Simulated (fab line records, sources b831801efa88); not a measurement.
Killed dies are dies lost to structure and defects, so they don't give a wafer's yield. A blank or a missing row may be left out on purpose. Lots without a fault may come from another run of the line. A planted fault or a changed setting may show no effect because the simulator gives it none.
fab line records | flow gf180mcu
record lots=7 wafers=21 last_day=34
route steps=602 shown MIM@524 M5@526
lots that met no fault: from a run of the same line without faults
start_h: hours from the record's first day to the start of the lot's first wafer shown | wait_h: hours since the lot's step before | " the same as in the row above | L1.1+2: a row that stands for several wafers | - no value, or no start given | * or withheld: withheld | < > ~ a bound
route shown NAME@n: a module of which the file shows steps, and the number in the route of the first | usual: mean/standard deviation of fault-free wafers | same: alike in all rows | chamber/n: place in a boat | sites: the reading at each site | _std_site: their standard deviation | _edge_site: outer sites' mean less inner sites' | radius_mm: how far each site lies from the wafer's centre | mask NAME#n: copy n | behind: the tool/chamber that last shaped the wafer | hold: why the lot was held/for how many hours/how that ended | device: the transistor (n, p or np) that didn't switch | end of line: the same wafers' tests at the end of the route | a step without rows: its recipe alone | killed: dies lost to structure and defects at the first sort, not the wafer's yield | map: a wafer's dies, x killed, . not, _ none there
set.NAME: the setting as run; set.NAME@STEP: as run at that earlier step | model.NAME: the simulator's own value behind a step, which no gauge read
lots at some steps of the route; a table a step, a row a wafer
services: from which hour (start_h, from the record's first day; less than 0 if before it) a tool's chamber was out of use, for how many hours, and why
## steps
# step GF_MIM_STRIP_21
# recipe chemistry=post_etch_residue_remover time_s=1200 temp_c=72.5
# step GF_MIM_CLEAN_22
# recipe chemistry=DIW dry=n2_spin
# step GF_M5_DEHYDRATE_00
# recipe temp_c=200 time_s=60
# step GF_M5_HMDS_01
# recipe prime_time_s=60 prime_temp_c=120
# step GF_M5_COAT_02
# recipe resist=KrF spin_rpm=withheld resist_thk_nm=1000
# step GF_M5_SOFTBAKE_03
# recipe temp_c=130 time_s=60 resist=KrF
# step GF_M5_EXPOSE_04
# recipe mask_id=Metal5 target_cd_nm=280 na=0.68 source_shape=conventional sigma_outer=0.6 dose_mj=28
# step GF_M5_PEB_05
# recipe peb_temp_c=135 peb_time_s=90 resist=KrF
# step GF_M5_DEVELOP_06
# recipe develop_time_s=60 dev_temp_c=21
# step GF_M5_CD_MEAS_07
# recipe target_cd_nm=280
# usual cd_nm=279.5/1.3
# columns lot.wafer tool chamber start_h wait_h cd_nm
L324.2 cd_sem-01 - 627.18 0.1 278.4
L324.3 " - " " 279.3
L324.5 " - " " 279.0
L326.3 cd_sem-01 - 662.26 16.4 279.0
L326.5 " - " " 278.7
L326.6 " - " " 278.7
L328.3 cd_sem-01 - 667.42 13.5 279.3
L328.4 " - " " 280.4
L328.5 " - " " 279.9
L337.1 cd_sem-02 - 731.07 0.1 278.6
L337.4 " - " " 278.0
L337.6 " - " " 277.6
L339.2 cd_sem-01 - 736.63 0.1 281.2
L339.3 " - " " 281.8
L339.5 " - " " 281.8
L338.2 cd_sem-02 - 736.66 0.1 279.2
L338.4 " - " " 280.1
L338.6 " - " " 278.6
L344.3 cd_sem-02 - 770.75 0.1 278.1
L344.4 " - " " 277.4
L344.5 " - " " 278.0
# step GF_M5_OVL_MEAS_08
# usual M5_OVL=-4/4.8
# columns lot.wafer tool chamber start_h wait_h M5_OVL[nm]
L324.2 overlay-02 - 627.28 0.1 -8
L324.3 " - " " -4
L324.5 " - " " -12
L326.3 overlay-01 - 662.35 0.1 -10
L326.5 " - " " -6
L326.6 " - " " -3
L328.3 overlay-02 - 667.51 0.1 -6
L328.4 " - " " -5
L328.5 " - " " 3
L337.1 overlay-01 - 731.19 0.1 5
L337.4 " - " " -4
L337.6 " - " " 6
L339.2 overlay-02 - 736.73 0.1 -5
L339.3 " - " " -7
L339.5 " - " " -7
L338.2 overlay-01 - 736.76 0.1 -2
L338.4 " - " " -1
L338.6 " - " " -6
L344.3 overlay-02 - 770.84 0.1 2
L344.4 " - " " 3
L344.5 " - " " 3
# step GF_M5_ETCH_09
# recipe chemistry=CF4/O2 target=Si3N4 target_depth_nm=52 source_w=800 bias_w=150 pressure_mtorr=150 cf4_flow_sccm=80 O2_flow_sccm=10 time_s=11.6
# usual O2_flow_sccm=10.002/0.025 bias_w=150.0/0.45 drypump_motor_current_A=5.9/0.51 oes_product_au=0.996/0.0092 throttle_valve_pct=5.969/0.009
# columns lot.wafer tool chamber start_h wait_h O2_flow_sccm bias_w drypump_motor_current_A oes_product_au rf_hours_counter_h throttle_valve_pct
L324.2 rie_diel-01 2 627.31 0.0 9.979 149.6 5.5 0.988 31 5.974
L324.3 " 1 " " 9.971 150.3 6.5 0.993 22 5.963
L324.5 " 3 " " 9.989 149.6 5.7 1.000 - 5.965
L326.3 rie_diel-02 1 662.38 0.0 9.996 150.0 6.0 1.001 50 5.974
L326.5 " 1 " " 10.020 150.2 6.0 0.995 - 5.965
L326.6 " 0 " " 10.023 150.2 6.0 0.999 - 5.964
L328.3 rie_diel-02 2 667.54 0.0 9.957 149.6 5.1 0.991 43 5.961
L328.4 " 0 " " 10.005 148.9 6.0 1.000 25 5.963
L328.5 " 3 " " 10.022 150.2 5.3 0.986 - 5.956
L337.1 rie_diel-02 1 731.22 0.0 10.028 150.2 6.0 0.990 53 5.983
L337.4 " 3 " " 10.008 149.1 5.3 0.996 - 5.978
L337.6 " 1 " " 10.011 150.4 6.0 0.984 - 5.973
L339.2 rie_diel-01 0 736.76 0.0 10.030 150.1 6.6 0.987 17 5.978
L339.3 " 1 " " 10.011 149.2 6.6 0.987 26 5.956
L339.5 " 3 " " 10.004 149.9 5.7 0.997 - 5.971
L338.2 rie_diel-04 0 736.79 0.0 9.964 150.7 6.2 1.002 21 5.974
L338.4 " 2 " " 10.043 149.6 6.5 1.014 1 5.964
L338.6 " 0 " " 10.009 149.9 6.1 0.997 - 5.971
L344.3 rie_diel-01 3 770.86 0.0 10.046 149.6 5.7 1.008 9 5.971
L344.4 " 1 " " 10.017 150.2 6.5 0.995 27 5.959
L344.5 " 1 " " 9.998 151.0 6.6 0.992 - 5.967
# step GF_M5_METAL_ETCH_10
# recipe chemistry=Cl2/BCl3 mask_material=KrF target_depth_nm=627.5 stop_on=SiO2 pressure_mtorr=8 icp_w=800 bias_w=140 Cl2_flow_sccm=80 bcl3_flow_sccm=40 time_s=104.6
# usual bcl3_flow_sccm=40.00/0.11 bias_w=140.0/0.45 drypump_motor_current_A=5.6/0.39 oes_product_au=0.967/0.0079 throttle_valve_pct=28.254/0.011
# columns lot.wafer tool chamber start_h wait_h bcl3_flow_sccm bias_w drypump_motor_current_A oes_product_au rf_hours_counter_h throttle_valve_pct model.KrF_of_M5_COAT_02.thk_nm model.M5.cd_nm
L324.2 rie_metal-03 0 627.33 0.0 39.92 140.6 6.0 0.967 3.5 28.258 702.9 273
L324.3 " 1 " " 40.01 140.2 5.5 0.950 - 28.257 702.8 271.6
L324.5 " 0 " " 39.96 140.6 6.0 0.957 - 28.263 702.4 275.1
L326.3 rie_metal-04 0 662.44 0.0 40.00 139.5 4.9 0.970 - 28.245 688.3 281.8
L326.5 " 1 " " 40.17 139.0 5.9 0.964 - 28.247 704.8 275.7
L326.6 " 0 " " 40.02 140.1 4.9 0.961 - 28.255 685.7 285.9
L328.3 rie_metal-03 0 667.64 0.1 40.01 139.8 6.0 0.962 - 28.254 700.9 277
L328.4 " 0 " " 39.94 140.0 6.0 0.956 - 28.257 697.7 282.2
L328.5 " 0 " " 39.97 139.9 6.0 0.965 - 28.255 702.1 278.3
L337.1 rie_metal-01 0 731.25 0.0 - - - - - - 951.9 277.7
L337.4 " 0 " " - - - - - - 950.3 277.5
L337.6 " 0 " " - - - - - - 949.5 277.6
L339.2 rie_metal-01 1 736.79 0.0 - - - - - - 948.9 281.4
L339.3 " 1 " " - - - - - - 948 282
L339.5 " 0 " " - - - - - - 949.3 282
L338.2 rie_metal-03 0 736.82 0.0 - - - - - - 950.8 279.1
L338.4 " 0 " " - - - - - - 951.5 280.1
L338.6 " 1 " " - - - - - - 953.2 278
L344.3 rie_metal-04 1 770.92 0.0 40.06 139.5 5.8 0.975 - 28.242 692.1 276.9
L344.4 " 0 " " 40.12 140.5 4.9 0.969 - 28.250 684.4 279.5
L344.5 " 1 " " 40.13 139.2 5.8 0.978 - 28.245 701.1 277.4
# step GF_M5_STRIP_11
# recipe chemistry=O2/N2 power_w=1400 pressure_mtorr=1500 platen_temp_c=250 o2_flow_sccm=3000 n2_flow_sccm=300 overash_fraction=0.5
# usual drypump_motor_current_A=5.9/0.39 heater_power_w=323/31 oes_product_au=0.543/0.0056 platen_temp_c=249.99/0.18 strip_time_to_endpoint_s=7.53/0.064
# columns lot.wafer tool chamber start_h wait_h drypump_motor_current_A heater_power_w oes_product_au platen_temp_c rf_hours_counter_h strip_time_to_endpoint_s
L324.2 plasma_asher-04 0 627.45 0.1 6.0 373 0.535 250.05 52 7.56
L324.3 " 0 " " 6.0 369 0.537 250.06 - 7.56
L324.5 " 0 " " 6.0 360 0.547 249.98 - 7.55
L326.3 plasma_asher-03 1 662.55 0.1 5.4 304 0.537 249.89 - 7.43
L326.5 " 0 " " 6.2 281 0.541 250.02 - 7.59
L326.6 " 1 " " 5.4 301 0.540 250.28 - 7.41
L328.3 plasma_asher-04 0 667.82 0.1 6.0 371 0.545 249.87 - 7.54
L328.4 " 1 " " 5.7 318 0.541 250.19 - 7.52
L328.5 " 0 " " 6.0 353 0.541 250.07 - 7.56
L337.1 plasma_asher-03 1 731.36 0.1 5.4 304 0.643 249.78 100 9.99
L337.4 " 1 " " 5.4 314 0.644 250.08 - 9.95
L337.6 " 0 " " 6.2 281 0.638 250.06 - 9.96
L339.2 plasma_asher-04 0 736.90 0.1 6.0 359 0.640 249.89 63 9.93
L339.3 " 1 " " 5.7 324 0.647 250.01 - 9.93
L339.5 " 1 " " 5.7 321 0.652 249.90 - 9.96
L338.2 plasma_asher-03 0 736.93 0.1 6.2 284 0.642 249.95 100 9.95
L338.4 " 0 " " 6.2 277 0.647 250.12 - 9.97
L338.6 " 1 " " 5.4 311 0.641 249.95 - 9.99
L344.3 plasma_asher-04 0 771.03 0.1 6.0 371 0.542 250.24 - 7.45
L344.4 " 1 " " 5.7 316 0.535 249.89 - 7.38
L344.5 " 1 " " 5.7 323 0.540 249.94 - 7.54
# step GF_M5_STRIP_12
# recipe chemistry=post_etch_residue_remover time_s=1200 temp_c=72.5
## services
# columns tool chamber start_h hours kind
plasma_asher-04 - 609.01 4.2 repair
plasma_asher-03 - 611.73 1.6 repair
rie_diel-01 2 628.59 7.9 repair
rie_metal-03 1 654.70 - clean
rie_metal-03 1 654.70 21.9 scheduled_down
rie_metal-03 1 654.70 21.9 vent_cycle
plasma_asher-03 - 662.75 2.8 pm
rie_metal-01 - 663.23 0.7 repair
rie_diel-01 1 666.71 3.6 repair
plasma_asher-04 - 673.52 1.5 repair
rie_metal-04 1 682.52 7.3 repair
rie_diel-04 2 687.95 - clean
rie_diel-02 3 695.94 18.3 repair
rie_diel-01 3 708.70 7.7 repair
rie_metal-04 0 711.25 14.6 repair
rie_diel-04 0 720.17 2.9 repair
rie_diel-02 0 730.60 16.2 repair
rie_diel-02 3 743.22 7.4 repair
rie_diel-02 1 750.64 - clean
rie_diel-02 1 750.64 22.9 scheduled_down
rie_diel-02 1 750.64 22.9 vent_cycle
rie_metal-03 1 757.91 15.1 repair
plasma_asher-04 - 767.98 2.8 pm
rie_diel-01 - 769.66 0.3 repair
## key
first_sign step=GF_M5_METAL_ETCH_10 reading=tool_record direction=missing
effect step=GF_M5_STRIP_11 reading=strip_time_to_endpoint_s direction=up sigmas=38 usual=* struck=*
model_effect step=GF_M5_METAL_ETCH_10 value=KrF_of_M5_COAT_02.thk_nm without=699.7 struck=950.4
met_at GF_M5_METAL_ETCH_10
struck_wafers L337.1,L337.4,L337.6,L338.2,L338.4,L338.6,L339.2,L339.3,L339.5
later_rows_left_out L337.1,L337.4,L337.6,L338.2,L338.4,L338.6,L339.2,L339.3,L339.5
sort_left_out L337.1,L337.4,L337.6,L338.2,L338.4,L338.6,L339.2,L339.3,L339.5
onset_between 667.64 731.25
fault kind=skipped_step_whole tool=rie_metal-01,rie_metal-03 chamber=- onset_h=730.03 steps=GF_M5_METAL_ETCH_10 scope=struck_lots_only
# sort_left_out: the simulated sort isn't trusted on such a fault, so these wafers' sort isn't shown, and their yield isn't known
# later_rows_left_out: the simulator's readings of these wafers behind a module that went badly wrong aren't trusted and aren't shown, but for the sort
